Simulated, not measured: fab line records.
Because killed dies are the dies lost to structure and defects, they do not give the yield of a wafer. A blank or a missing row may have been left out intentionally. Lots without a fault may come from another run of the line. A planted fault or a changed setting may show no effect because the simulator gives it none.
A struck lot beside a sound one :: flow sky130 :: 35 out of 708 route steps
Sound: these wafers, L466.2, L466.3, L466.4. Wafers struck: L472.1, L472.3, L472.4. The cause is given at the end.
Each step with rows lists, per side, the tool, then ch with its chambers, then its first start. Under that, the readings that differ: sound wafers :: struck wafers :: difference of the means :: sigmas: that difference in standard deviations of wafers without a fault.
alike: readings whose means differ by less than 2 such deviations, and words and numbers that are the same on both sides. not compared: withheld readings, readings that some wafer has no value for, bounds like >300 that may hide the same value, and numbers for which the record gives no deviation and whose values overlap.
The two part at a step that has a row with sigmas, a row that says differs or no value, or rows on one side only. Numbers that don't overlap but have no deviation are shown without sigmas and don't part them. A reading missing from all wafers of one side parts the sides only when that side holds two or more wafers.

first, 10 steps without rows for these wafers: SKY_METAL3_PEB_11; SKY_METAL3_DEVELOP_12 (develop time 60 s); SKY_METAL3_DESCUM_15 (chemistry O2, time 8 s); SKY_METAL3_ETCH_16 (etches BARC in N2/H2, stops on SiO2, time 88.2 s, target depth 60 nm); SKY_METAL3_ETCH_17 (etches SiO2 in C4F8/O2/Ar, stops on TiN, time 3.9 s, target depth 15 nm); SKY_METAL3_METAL_ETCH_18 (etches the open film in Cl2/BCl3, stops on SiO2, target depth 845 nm, time 183.1 s); SKY_METAL3_STRIP_19 (strips in O2/N2); SKY_METAL3_STRIP_20 (strips in post etch residue remover, time 1200 s); SKY_METAL3_CLEAN_21 (cleans in IPA, time 180 s); SKY_METAL3_CLEAN_22 (cleans in O3/DIW).
SKY_VIA3_HDPCVD_00: deposits SiO2, target thk 1635 nm, time 272.5 s.
  sound on hdpcvd-02 ch 0,2, day 42 09:13; struck on hdpcvd-01 ch 1,2, day 44 01:02
then, 23 steps without rows for these wafers: SKY_VIA3_CMP_02 (polishes SiO2); SKY_VIA3_DEHYDRATE_04 (time 60 s); SKY_VIA3_HMDS_05 (prime time 60 s); SKY_VIA3_COAT_06 (resist thk 60 nm); SKY_VIA3_COAT_07 (resist thk 450 nm); SKY_VIA3_SOFTBAKE_08 (time 90 s); SKY_VIA3_EXPOSE_09 (exposes mask VIM3, target cd 200 nm); SKY_VIA3_PEB_10; SKY_VIA3_DEVELOP_11 (develop time 60 s); SKY_VIA3_ETCH_14 (etches BARC in N2/H2, stops on SiO2, time 45.9 s, target depth 60 nm); SKY_VIA3_ETCH_15 (etches SiO2 in C4F8/O2/Ar, stops on TiN, target depth 507 nm, time 78 s); SKY_VIA3_STRIP_16 (strips in O2/N2); SKY_VIA3_STRIP_17 (strips in post etch residue remover, time 1200 s); SKY_VIA3_CLEAN_18 (cleans in IPA, time 180 s); SKY_VIA3_CLEAN_19 (cleans in O3/DIW); SKY_VIA3_SPUTTER_20 (material TiN, target thk 20 nm, time 80 s); SKY_VIA3_CVD_21 (deposits W, target thk 390 nm, time 117.31 s); SKY_VIA3_CMP_24 (polishes, stops on SiO2, t overpolish 20 s, target thk 0 nm); SKY_METAL4_SPUTTER_00 (material Ti, target thk 15 nm, time 10 s); SKY_METAL4_SPUTTER_01 (material TiN, target thk 20 nm, time 16.7 s); SKY_METAL4_SPUTTER_02 (material AlCu, target thk 735 nm, time 39.1 s); SKY_METAL4_SPUTTER_03 (material Ti, target thk 5 nm, time 3.3 s); SKY_METAL4_SPUTTER_04 (material TiN, target thk 70 nm, time 58.3 s).
-- the record jumps here: 6 days lie between the struck wafers' starts before and after (it left off in module METAL4 and takes up again in module PAD_OPEN, whose first step shown is number 708 of the route) --
SKY_PAD_OPEN_PROBE_99:
  struck on prober-02, day 50 06:01; sound on prober-02, day 48 21:28
reading: defect-limited-yield (%)
sound: 83.1 82.7 83.3
struck: 71.7 71.7 74.4
difference: -10.4
sigmas: -6

reading: killed_at_M0_to_M3
sound: 35 45 51
struck: 92 104 88
difference: +51
sigmas: +8

reading: killed-dies
sound: 83 85 82
struck: 139 139 126
difference: +51
sigmas: +6

reading: sort_bin_3_pad_short (%)
sound: 0.4 0.8 0.4
struck: 3.9 4.9 3.9
difference: +3.7
sigmas: +9

reading: sort_bin_5_function (%)
sound: 9.3 9.1 9.1
struck: 15.9 17.9 14.8
difference: +7.0
sigmas: +5

reading: sort-n-pass
sound: 409 407 410
struck: 353 353 366
difference: -51
sigmas: -6

reading: sort-yield-pct (%)
sound: 83.1 82.7 83.3
struck: 71.7 71.7 74.4
difference: -10.4
sigmas: -6

reading: model.etest.tester.sort-n-pass
sound: 409 407 410
struck: 353 353 366
difference: -51
sigmas: 

reading: model.etest.tester.sort-yield-pct (%)
sound: 83.13 82.72 83.33
struck: 71.75 71.75 74.39
difference: -10.43
sigmas: 

reading: model.etest.tester.sort_bin_5_pct (%)
sound: 9.35 9.146 9.146
struck: 15.85 17.89 14.84
difference: +6.98
sigmas: 

reading: model.etest.tester.sort_bin_3_pct (%)
sound: 0.4065 0.813 0.4065
struck: 3.862 4.878 3.862
difference: +3.659
sigmas: 
  alike: killed_at_M4_up, killed-at-contacts, killed-at-front-end, killed-at-other, killed-open, killed-short, sort_bin_6_memory

== WHERE THEY PART ==
Only at SKY_PAD_OPEN_PROBE_99, within this record.

WHY: the cause the simulator had injected
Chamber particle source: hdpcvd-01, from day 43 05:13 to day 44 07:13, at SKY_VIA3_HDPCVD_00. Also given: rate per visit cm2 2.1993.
